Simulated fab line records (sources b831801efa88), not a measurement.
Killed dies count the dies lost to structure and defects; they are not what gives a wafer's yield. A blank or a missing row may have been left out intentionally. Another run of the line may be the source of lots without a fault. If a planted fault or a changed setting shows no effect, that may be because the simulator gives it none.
fab line records | flow sky130
record lots=11 | wafers=33 | last-day=50
route steps=708 shown FIELD_ISO@3 NWELL@64
lots with no fault: from the same line, run without faults
start-h: hours from the record's opening day to when the first of the lot's shown wafers began | wait-h: hours from the lot's prior step to this one | " same as the row above | L1.1+2: a row that stands for several wafers | - value missing, or start not given | * or withheld: withheld | < > ~ a bound
route shown NAME@n: NAME is a module with steps in the file, n the number in the route of the first one | usual: mean and standard deviation over wafers with no fault | same: alike in all rows | chamber/n: place in a boat | sites: the reading at each site | _std_site: standard deviation across them | _edge_site: inner sites' mean taken away from outer sites' mean | radius-mm: for every site, how far away it sits from the centre of the wafer | mask NAME#n: copy n | behind: tool/chamber where the wafer was last shaped | hold: reason for holding the lot/hours on hold/outcome of the hold | device: the n, p or np transistor that did not switch | end of line: the route-end tests of the same wafers | where a step has no rows: the recipe by itself | killed: the dies lost at the first sort to structure and to defects; this is not the yield of the wafer | map: shows each die of a wafer: x if killed, . if not, _ if none is there
set.NAME: the setting the step ran with; set.NAME@STEP: the setting that earlier step ran with | model.NAME: the simulator's own value behind a step, which no gauge read
the route's steps for a sample of lots (tables are steps, rows are wafers)
services: when a tool's chamber went out of use (start-h, in hours from the record's first day, below 0 if earlier), for how many hours, and the reason
## steps
# step SKY_FIELD_ISO_THK_MEAS_02
# recipe reads=SiO2_of_FIELD_ISO_OXIDATION_01
# usual FIELD_ISO_OXIDATION_00_THK=11.89/0.28
lot.wafer | tool          | chamber | start-h | wait-h | FIELD_ISO_OXIDATION_00_THK[nm]
L784.2    | film-metro-04 | -       | 11.64   | 0.0    | 11.78
L784.3    | "             | -       | "       | "      | 11.75
L784.4    | "             | -       | "       | "      | 11.70
L789.2    | film-metro-02 | -       | 37.31   | 0.0    | 12.20
L789.4    | "             | -       | "       | "      | 12.30
L789.6    | "             | -       | "       | "      | 12.29
L790.3    | film-metro-01 | -       | 41.65   | 0.0    | 11.92
L790.5    | "             | -       | "       | "      | 11.82
L790.6    | "             | -       | "       | "      | 12.11
L791.1    | film-metro-02 | -       | 46.63   | 0.0    | 11.47
L791.3    | "             | -       | "       | "      | 11.48
L791.5    | "             | -       | "       | "      | 11.52
L793.1    | film-metro-02 | -       | 56.63   | 0.0    | 11.77
L793.2    | "             | -       | "       | "      | 11.89
L793.6    | "             | -       | "       | "      | 11.80
L794.1    | film-metro-02 | -       | 62.33   | 0.0    | 11.66
L794.3    | "             | -       | "       | "      | 11.65
L794.6    | "             | -       | "       | "      | 11.70
L795.1    | film-metro-01 | -       | 66.80   | 0.0    | 11.77
L795.4    | "             | -       | "       | "      | 11.71
L795.6    | "             | -       | "       | "      | 11.82
L796.1    | film-metro-04 | -       | 71.63   | 0.0    | 11.66
L796.3    | "             | -       | "       | "      | 11.79
L796.6    | "             | -       | "       | "      | 11.63
L797.1    | film-metro-02 | -       | 76.63   | 0.0    | 11.94
L797.2    | "             | -       | "       | "      | 11.80
L797.5    | "             | -       | "       | "      | 11.72
L803.1    | film-metro-04 | -       | 108.36  | 0.0    | 12.03
L803.3    | "             | -       | "       | "      | 12.10
L803.4    | "             | -       | "       | "      | 12.11
L805.4    | film-metro-04 | -       | 117.73  | 0.0    | 12.07
L805.5    | "             | -       | "       | "      | 12.20
L805.6    | "             | -       | "       | "      | 12.06
# step SKY_NWELL_IMPLANT_11
# recipe species=P | energy-kev=400 | dose-cm2=1.9e+13 | tilt-deg=withheld
# usual beam-energy-keV=399.99/0.11 | beam-on-s=10.00/0.22 | dose-ions-cm2=1.9002e+13/2e+10 | faraday-current-uA=107.2/2.3
lot.wafer | tool         | chamber | start-h | wait-h | beam-energy-keV | beam-on-s | dose-ions-cm2 | faraday-current-uA
L784.2    | implanter-03 | 0       | 84.73   | 0.0    | 400.01          | 10.41     | 1.8997e+13    | 103.0
L784.3    | "            | 0       | "       | "      | 400.07          | 9.84      | 1.901e+13     | 108.7
L784.4    | "            | 0       | "       | "      | 400.00          | 9.82      | 1.8984e+13    | 109.0
L789.2    | implanter-02 | 0       | 113.14  | 0.0    | 399.90          | 9.99      | 1.9011e+13    | 107.0
L789.4    | "            | 0       | "       | "      | 399.91          | 10.03     | 1.8989e+13    | 107.2
L789.6    | "            | 0       | "       | "      | 400.12          | 10.08     | 1.8991e+13    | 106.2
L790.3    | implanter-03 | 0       | 118.35  | 0.1    | 400.25          | 9.86      | 1.902e+13     | 108.9
L790.5    | "            | 0       | "       | "      | 400.17          | 10.17     | 1.8994e+13    | 105.2
L790.6    | "            | 0       | "       | "      | 400.03          | 10.07     | 1.902e+13     | 106.9
L791.1    | implanter-02 | 0       | 125.55  | 0.0    | 399.85          | 9.86      | 1.9004e+13    | 108.1
L791.3    | "            | 0       | "       | "      | 400.07          | 9.63      | 1.8987e+13    | 111.5
L791.5    | "            | 0       | "       | "      | 399.97          | 10.09     | 1.9012e+13    | 105.9
L793.1    | implanter-03 | 0       | 136.35  | 0.0    | 400.15          | 10.12     | 1.8975e+13    | 105.7
L793.2    | "            | 0       | "       | "      | 400.17          | 10.22     | 1.8974e+13    | 105.3
L793.6    | "            | 0       | "       | "      | 400.01          | 9.97      | 1.902e+13     | 107.8
L794.1    | implanter-02 | 0       | 143.45  | 0.0    | 400.16          | 10.16     | 1.8986e+13    | 105.6
L794.3    | "            | 0       | "       | "      | 400.15          | 10.32     | 1.8974e+13    | 103.7
L794.6    | "            | 0       | "       | "      | 400.13          | 10.00     | 1.9003e+13    | 107.1
L795.1    | implanter-03 | 0       | 148.95  | 0.0    | 400.06          | 9.94      | 1.8951e+13    | 107.8
L795.4    | "            | 0       | "       | "      | 399.92          | 9.74      | 1.8954e+13    | 110.0
L795.6    | "            | 0       | "       | "      | 399.82          | 9.89      | 1.8973e+13    | 108.6
L796.1    | implanter-03 | 0       | 153.17  | 0.0    | 400.03          | 10.23     | 1.9e+13       | 104.7
L796.3    | "            | 0       | "       | "      | 400.00          | 10.08     | 1.8984e+13    | 106.1
L796.6    | "            | 0       | "       | "      | 399.87          | 9.92      | 1.9042e+13    | 108.0
L797.1    | implanter-01 | 0       | 160.30  | 0.0    | 399.84          | 10.13     | 1.9002e+13    | 105.8
L797.2    | "            | 0       | "       | "      | 400.17          | 10.14     | 1.903e+13     | 105.4
L797.5    | "            | 0       | "       | "      | 399.99          | 10.02     | 1.9002e+13    | 107.2
L803.1    | implanter-02 | 0       | 196.92  | 0.0    | 399.94          | 56.46     | 1.4234e+14    | 142.0
L803.3    | "            | 0       | "       | "      | 400.01          | 58.08     | 1.4233e+14    | 138.7
L803.4    | "            | 0       | "       | "      | 399.88          | 58.52     | 1.4235e+14    | 137.8
L805.4    | implanter-02 | 0       | 206.19  | 0.1    | 400.02          | 55.60     | 1.4234e+14    | 144.5
L805.5    | "            | 0       | "       | "      | 399.96          | 56.35     | 1.4233e+14    | 143.0
L805.6    | "            | 0       | "       | "      | 399.93          | 56.53     | 1.4235e+14    | 141.7
# step SKY_NWELL_STRIP_14
# recipe chemistry=O2/N2 | power-w=1400 | pressure-mtorr=1500 | platen-temp-c=withheld | o2-flow-sccm=3000 | n2-flow-sccm=300 | overash-fraction=0.5
# usual drypump-motor-current-A=6.0/0.44 | n2-flow-sccm=300.0/0.84 | oes-product-au=0.723/0.0046 | strip-time-to-endpoint-s=36.96/0.098
lot.wafer | tool            | chamber | start-h | wait-h | drypump-motor-current-A | n2-flow-sccm | oes-product-au | rf-hours-counter-h | strip-time-to-endpoint-s
L784.2    | plasma-asher-01 | 0       | 85.16   | 0.1    | 5.4                     | 300.1        | 0.722          | 41                 | 36.96
L784.3    | "               | 0       | "       | "      | 5.4                     | 299.9        | 0.715          | -                  | 36.86
L784.4    | "               | 1       | "       | "      | 6.4                     | 299.6        | 0.726          | -                  | 36.97
L789.2    | plasma-asher-04 | 1       | 113.57  | 0.1    | 5.8                     | 301.2        | 0.718          | 28                 | 37.06
L789.4    | "               | 1       | "       | "      | 5.8                     | 301.8        | 0.728          | -                  | 36.90
L789.6    | "               | 0       | "       | "      | 6.5                     | 300.9        | 0.722          | -                  | 36.97
L790.3    | plasma-asher-03 | 0       | 118.78  | 0.1    | 5.8                     | 299.0        | 0.730          | -                  | 36.92
L790.5    | "               | 0       | "       | "      | 5.8                     | 299.0        | 0.733          | -                  | 36.84
L790.6    | "               | 1       | "       | "      | 5.6                     | 301.3        | 0.722          | -                  | 36.82
L791.1    | plasma-asher-04 | 1       | 126.00  | 0.1    | 5.8                     | 299.0        | 0.723          | 29                 | 36.96
L791.3    | "               | 1       | "       | "      | 5.8                     | 299.3        | 0.725          | -                  | 36.89
L791.5    | "               | 0       | "       | "      | 6.6                     | 298.9        | 0.722          | -                  | 36.92
L793.1    | plasma-asher-03 | 0       | 136.80  | 0.1    | 5.8                     | 300.4        | 0.713          | 45                 | 37.09
L793.2    | "               | 1       | "       | "      | 5.5                     | 299.3        | 0.722          | 45                 | 36.92
L793.6    | "               | 0       | "       | "      | 5.8                     | 300.3        | 0.720          | -                  | 37.10
L794.1    | plasma-asher-04 | 1       | 143.90  | 0.1    | 5.8                     | 297.9        | 0.718          | 31                 | 37.04
L794.3    | "               | 1       | "       | "      | 5.8                     | 298.7        | 0.724          | -                  | 36.93
L794.6    | "               | 0       | "       | "      | 6.5                     | 300.2        | 0.723          | -                  | 36.95
L795.1    | plasma-asher-04 | 1       | 149.40  | 0.1    | 5.8                     | 300.6        | 0.722          | 31                 | 36.91
L795.4    | "               | 0       | "       | "      | 6.5                     | 299.9        | 0.720          | -                  | 37.01
L795.6    | "               | 0       | "       | "      | 6.5                     | 299.5        | 0.716          | -                  | 36.97
L796.1    | plasma-asher-04 | 1       | 153.62  | 0.1    | 5.7                     | 300.4        | 0.718          | 32                 | 36.99
L796.3    | "               | 1       | "       | "      | 5.8                     | 299.3        | 0.720          | -                  | 36.92
L796.6    | "               | 1       | "       | "      | 5.8                     | 300.3        | 0.717          | -                  | 37.00
L797.1    | plasma-asher-01 | 1       | 160.75  | 0.1    | 6.4                     | 300.3        | 0.723          | 4                  | 36.93
L797.2    | "               | 0       | "       | "      | 5.4                     | 300.0        | 0.719          | 4                  | 37.03
L797.5    | "               | 1       | "       | "      | 6.4                     | 299.8        | 0.724          | -                  | 37.04
L803.1    | plasma-asher-04 | 1       | 197.37  | 0.1    | 5.8                     | 300.0        | 0.723          | 37                 | 37.20
L803.3    | "               | 1       | "       | "      | 5.7                     | 299.6        | 0.720          | -                  | 37.16
L803.4    | "               | 0       | "       | "      | 6.6                     | 299.9        | 0.733          | -                  | 37.07
L805.4    | plasma-asher-03 | 1       | 206.60  | 0.1    | 5.5                     | 299.8        | 0.720          | -                  | 36.99
L805.5    | "               | 0       | "       | "      | 5.8                     | 300.1        | 0.718          | -                  | 36.96
L805.6    | "               | 1       | "       | "      | 5.5                     | 300.7        | 0.724          | -                  | 36.98
# step SKY_NWELL_TW_MEAS_15
# usual NWELL_TW=1817/10
lot.wafer | tool          | chamber | start-h | wait-h | NWELL_TW
L784.2    | film-metro-02 | -       | 85.27   | 0.1    | 1830
L784.3    | "             | -       | "       | "      | 1824
L784.4    | "             | -       | "       | "      | 1816
L789.2    | film-metro-04 | -       | 113.68  | 0.1    | 1837
L789.4    | "             | -       | "       | "      | 1834
L789.6    | "             | -       | "       | "      | 1829
L790.3    | film-metro-04 | -       | 118.87  | 0.1    | 1831
L790.5    | "             | -       | "       | "      | 1827
L790.6    | "             | -       | "       | "      | 1826
L791.1    | film-metro-03 | -       | 126.10  | 0.1    | 1818
L791.3    | "             | -       | "       | "      | 1793
L791.5    | "             | -       | "       | "      | 1800
L793.1    | film-metro-03 | -       | 136.90  | 0.1    | 1817
L793.2    | "             | -       | "       | "      | 1828
L793.6    | "             | -       | "       | "      | 1816
L794.1    | film-metro-03 | -       | 144.00  | 0.1    | 1808
L794.3    | "             | -       | "       | "      | 1806
L794.6    | "             | -       | "       | "      | 1808
L795.1    | film-metro-03 | -       | 149.50  | 0.1    | 1811
L795.4    | "             | -       | "       | "      | 1821
L795.6    | "             | -       | "       | "      | 1811
L796.1    | film-metro-04 | -       | 153.72  | 0.1    | 1820
L796.3    | "             | -       | "       | "      | 1818
L796.6    | "             | -       | "       | "      | 1819
L797.1    | film-metro-03 | -       | 160.85  | 0.1    | 1809
L797.2    | "             | -       | "       | "      | 1808
L797.5    | "             | -       | "       | "      | 1812
L803.1    | film-metro-02 | -       | 197.47  | 0.1    | 3384
L803.3    | "             | -       | "       | "      | 3372
L803.4    | "             | -       | "       | "      | 3377
L805.4    | film-metro-02 | -       | 206.70  | 0.1    | 3358
L805.5    | "             | -       | "       | "      | 3379
L805.6    | "             | -       | "       | "      | 3393
# step SKY_NWELL_RTA_28
# recipe temp-c=1050 | time-s=30 | idle-temp-c=650 | ramp-up-c-per-s=150 | ramp-down-c-per-s=90 | ambient=N2
# usual chamber-o2-ppm=2.001/0.021 | lamp-power-pct=25.30/0.06 | wafer_temp_C_max=1054.9/0.95
lot.wafer | tool          | chamber | start-h | wait-h | chamber-o2-ppm | lamp-power-pct | wafer_temp_C_max
L784.2    | rtp-anneal-01 | 0       | 103.09  | 0.0    | 2.010          | 25.39          | 1053.5
L784.3    | "             | 0       | "       | "      | 2.021          | 25.27          | 1054.7
L784.4    | "             | 0       | "       | "      | 1.999          | 25.24          | 1055.3
L789.2    | rtp-anneal-02 | 0       | 132.33  | 0.0    | 2.009          | 25.25          | 1055.2
L789.4    | "             | 0       | "       | "      | 2.017          | 25.32          | 1054.9
L789.6    | "             | 0       | "       | "      | 2.036          | 25.41          | 1056.3
L790.3    | rtp-anneal-01 | 0       | 138.04  | 0.0    | 2.009          | 25.16          | 1055.4
L790.5    | "             | 0       | "       | "      | 2.007          | 25.24          | 1053.6
L790.6    | "             | 0       | "       | "      | 2.013          | 25.34          | 1053.8
L791.1    | rtp-anneal-01 | 0       | 145.41  | 0.0    | 1.985          | 25.31          | 1054.8
L791.3    | "             | 0       | "       | "      | 1.986          | 25.31          | 1054.3
L791.5    | "             | 0       | "       | "      | 1.982          | 25.36          | 1055.5
L793.1    | rtp-anneal-01 | 0       | 156.56  | 0.0    | 1.974          | 25.25          | 1054.9
L793.2    | "             | 0       | "       | "      | 2.000          | 25.22          | 1055.4
L793.6    | "             | 0       | "       | "      | 2.001          | 25.35          | 1053.9
L794.1    | rtp-anneal-02 | 0       | 164.46  | 0.0    | 1.995          | 25.38          | 1054.5
L794.3    | "             | 0       | "       | "      | 1.986          | 25.29          | 1055.1
L794.6    | "             | 0       | "       | "      | 2.003          | 25.26          | 1054.0
L795.1    | rtp-anneal-01 | 0       | 168.61  | 0.0    | 1.967          | 25.34          | 1055.2
L795.4    | "             | 0       | "       | "      | 1.989          | 25.32          | 1053.7
L795.6    | "             | 0       | "       | "      | 1.960          | 25.28          | 1056.0
L796.1    | rtp-anneal-02 | 0       | 174.57  | 0.0    | 2.046          | 25.21          | 1054.1
L796.3    | "             | 0       | "       | "      | 2.013          | 25.29          | 1054.7
L796.6    | "             | 0       | "       | "      | 2.007          | 25.30          | 1056.8
L797.1    | rtp-anneal-01 | 0       | 182.28  | 0.0    | 1.969          | 25.29          | 1055.3
L797.2    | "             | 0       | "       | "      | 1.997          | 25.25          | 1055.6
L797.5    | "             | 0       | "       | "      | 1.989          | 25.31          | 1055.5
L803.1    | rtp-anneal-01 | 0       | 218.91  | 0.0    | 2.033          | 25.27          | 1055.1
L803.3    | "             | 0       | "       | "      | 2.035          | 25.30          | 1055.6
L803.4    | "             | 0       | "       | "      | 2.041          | 25.40          | 1054.4
L805.4    | rtp-anneal-02 | 0       | 229.03  | 0.1    | 2.014          | 25.29          | 1055.4
L805.5    | "             | 0       | "       | "      | 2.021          | 25.28          | 1053.3
L805.6    | "             | 0       | "       | "      | 2.014          | 25.32          | 1056.7
# step SKY_NWELL_RS_MEAS_29
# recipe thk-meas-gauge=four-point-probe
# usual NWELL_RS=624.4/2
lot.wafer | tool          | chamber | start-h | wait-h | NWELL_RS[ohm/sq]
L784.2    | film-metro-03 | -       | 103.20  | 0.1    | 628.2
L784.3    | "             | -       | "       | "      | 628.1
L784.4    | "             | -       | "       | "      | 627.0
L789.2    | film-metro-04 | -       | 132.44  | 0.1    | 622.4
L789.4    | "             | -       | "       | "      | 623.2
L789.6    | "             | -       | "       | "      | 621.9
L790.3    | film-metro-04 | -       | 138.15  | 0.1    | 623.5
L790.5    | "             | -       | "       | "      | 623.6
L790.6    | "             | -       | "       | "      | 622.7
L791.1    | film-metro-04 | -       | 145.51  | 0.1    | 623.5
L791.3    | "             | -       | "       | "      | 625.4
L791.5    | "             | -       | "       | "      | 624.8
L793.1    | film-metro-03 | -       | 156.66  | 0.1    | 626.2
L793.2    | "             | -       | "       | "      | 625.9
L793.6    | "             | -       | "       | "      | 623.4
L794.1    | film-metro-02 | -       | 164.56  | 0.1    | 624.3
L794.3    | "             | -       | "       | "      | 623.2
L794.6    | "             | -       | "       | "      | 625.3
L795.1    | film-metro-04 | -       | 168.71  | 0.1    | 623.6
L795.4    | "             | -       | "       | "      | 623.8
L795.6    | "             | -       | "       | "      | 624.6
L796.1    | film-metro-04 | -       | 174.77  | 0.2    | 625.3
L796.3    | "             | -       | "       | "      | 624.5
L796.6    | "             | -       | "       | "      | 624.5
L797.1    | film-metro-03 | -       | 182.38  | 0.1    | 623.8
L797.2    | "             | -       | "       | "      | 624.4
L797.5    | "             | -       | "       | "      | 625.5
L803.1    | film-metro-04 | -       | 219.01  | 0.1    | 202.9
L803.3    | "             | -       | "       | "      | 203.0
L803.4    | "             | -       | "       | "      | 203.0
L805.4    | film-metro-03 | -       | 229.19  | 0.1    | 204.0
L805.5    | "             | -       | "       | "      | 204.2
L805.6    | "             | -       | "       | "      | 203.3
## services
tool            | chamber | start-h | hours | kind
plasma-asher-03 | -       | 62.53   | 0.8   | repair
plasma-asher-03 | -       | 63.19   | 0.4   | repair
plasma-asher-03 | -       | 76.91   | 2.8   | pm
implanter-03    | -       | 97.94   | 1.0   | repair
plasma-asher-01 | -       | 108.75  | 9.0   | pm
plasma-asher-01 | 0       | 108.75  | 9.0   | vent-cycle
plasma-asher-01 | 1       | 108.75  | 9.0   | vent-cycle
implanter-03    | -       | 114.21  | 3.4   | repair
plasma-asher-01 | 0       | 117.75  | -     | clean
plasma-asher-01 | 1       | 117.75  | -     | clean
implanter-01    | -       | 121.65  | 3.4   | repair
implanter-01    | -       | 131.08  | 20.7  | repair
implanter-03    | -       | 140.38  | 3.2   | repair
plasma-asher-01 | -       | 141.60  | 0.9   | repair
implanter-01    | -       | 154.64  | 5.5   | pm
plasma-asher-03 | -       | 161.09  | 15.6  | pm
implanter-03    | -       | 173.75  | 3.5   | pm
rtp-anneal-01   | -       | 184.12  | 1.7   | repair
## key
first-sign step=SKY_NWELL_IMPLANT_11 | reading=dose-ions-cm2 | direction=up | sigmas=99+ | usual=* | struck=*
effect step=SKY_NWELL_IMPLANT_11 | reading=beam-on-s | direction=up | sigmas=99+ | usual=10.00 | struck=56.92
effect step=SKY_NWELL_TW_MEAS_15 | reading=NWELL_TW | direction=up | sigmas=99+ | usual=1817 | struck=3377
effect step=SKY_NWELL_RS_MEAS_29 | reading=NWELL_RS | direction=down | sigmas=99+ | usual=624.4 | struck=203.4
met-at SKY_NWELL_IMPLANT_11
struck-lots L803,L805
tester-left-out L803,L805
not-acting-at SKY_FIELD_ISO_THK_MEAS_02,SKY_NWELL_STRIP_14,SKY_NWELL_RTA_28
onset-between 143.45 196.92
fault kind=process-parameter-drift | tool=implanter-02 | chamber=- | onset-h=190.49 | steps=SKY_NWELL_IMPLANT_11 | channel=dose-cm2 | offset=* | shape=step | end-h=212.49 | acts-in=* | stated=*
# tester-left-out: of these lots the tester's yield and bins aren't shown, on N5 and GAA mostly nor the transistor test; their killed dies are dies lost to structure and defects alone, not to doping, threshold or leakage, so they don't give the yield
